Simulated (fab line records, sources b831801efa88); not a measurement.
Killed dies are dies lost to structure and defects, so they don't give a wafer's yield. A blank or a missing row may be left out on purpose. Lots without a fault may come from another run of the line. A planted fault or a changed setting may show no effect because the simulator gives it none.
One fault seen from 2 desks | flow gf180mcu | each desk has only its own numbers; what lay behind them comes last

THE METROLOGY DESK
What the gauges read, lot by lot, whatever tool the lot ran on: means of the sampled wafers that have a number. A lot is out of limits, marked OUT, if its mean lies more than 4 standard deviations from the usual mean; the brackets give that distance.
Columns: A = MVPSD_TW at GF_MVPSD_TW_MEAS_11, usual 554; B = cd_nm at GF_POLY_GATE_CD_MEAS_18, usual 280.2 nm; C = cd_nm at GF_HV_LDD_CD_MEAS_07, usual 400.0 nm
lot  | first seen here | A   | B     | C
L665 | day 5 04:50     | 553 | 279.3 | 395.9
L666 | day 5 06:29     | 553 | 279.8 | 399.1
L668 | day 5 18:08     | 562 | 280.3 | 398.9
L669 | day 6 02:20     | 549 | 280.3 | 400.3
L671 | day 6 11:58     | 552 | 279.3 | 402.2
L673 | day 7 01:41     | 563 | 276.1 | 398.3
L675 | day 7 15:32     | 563 | 278.5 | 399.8
L676 | day 7 22:22     | 547 | 280.4 | 397.8
L677 | day 8 00:39     | 555 | 279.9 | 400.8
L679 | day 8 15:56     | 556 | 281.0 | 400.1
L681 | day 9 01:58     | 553 | 282.4 | 401.8
L687 | day 10 16:13    | 554 | 280.3 | 402.1
L688 | day 10 20:11    | 559 | 283.8 | 401.2
This desk's finding: nothing out of limits on any of the 13 lots.

THE TOOL OWNER'S DESK: rie_si-02
The tool's own readings at GF_POLY_GATE_ETCH_13 (etches poly-Si in HBr/Cl2, stops on SiO2, target depth 198.5 nm, time 69.6 s): means of the sampled wafers that have a number, for each lot that ran on this tool. A lot is out of limits, marked OUT, if its mean lies more than 4 standard deviations from the usual mean; the brackets give that distance.
Columns: A = drypump_motor_current_A at GF_POLY_GATE_ETCH_13, usual 5.7 A; B = oes_product_au at GF_POLY_GATE_ETCH_13, usual 0.990 a.u.; C = rf_fwd_power_W at GF_POLY_GATE_ETCH_13, usual 396.0 W; D = throttle_valve_pct at GF_POLY_GATE_ETCH_13, usual 33.685 %
lot  | first seen here | A   | B                | C     | D
L669 | day 10 18:13    | 5.6 | 0.990            | 396.7 | 33.685
L671 | day 10 22:50    | 5.6 | 0.990            | 396.8 | 33.682
L675 | day 12 06:37    | 5.7 | 0.990            | 396.0 | 33.686
L677 | day 12 18:16    | 5.4 | 0.983            | 396.1 | 33.691
L679 | day 13 14:58    | 5.3 | 0.870 (-18) OUT  | 395.2 | 33.678
L681 | day 14 01:37    | 5.1 | 0.925 (-9.9) OUT | 396.6 | 33.684
This desk's finding: out of limits on L679, L681; first on L679, day 13 14:58 (oes_product_au at GF_POLY_GATE_ETCH_13). In limits: L669, L671, L675, L677.

PUT TOGETHER
The tool owner's desk could have raised an alarm at day 13 14:58, on L679, L681.
The metrology desk saw nothing out of limits.
The metrology desk has L679, L681 on record, within its limits.
Of the lots named, all ran GF_POLY_GATE_ETCH_13 on rie_si-02.

WHAT THE SIMULATOR HAD PUT IN
Process parameter drift: rie_si-02, from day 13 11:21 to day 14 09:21, at GF_POLY_GATE_ETCH_13. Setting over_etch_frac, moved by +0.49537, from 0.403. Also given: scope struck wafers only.
Lots struck among those shown: L679, L681.
Hours from the fault's start to each desk's first reading out of limits: the tool owner's desk, 4.
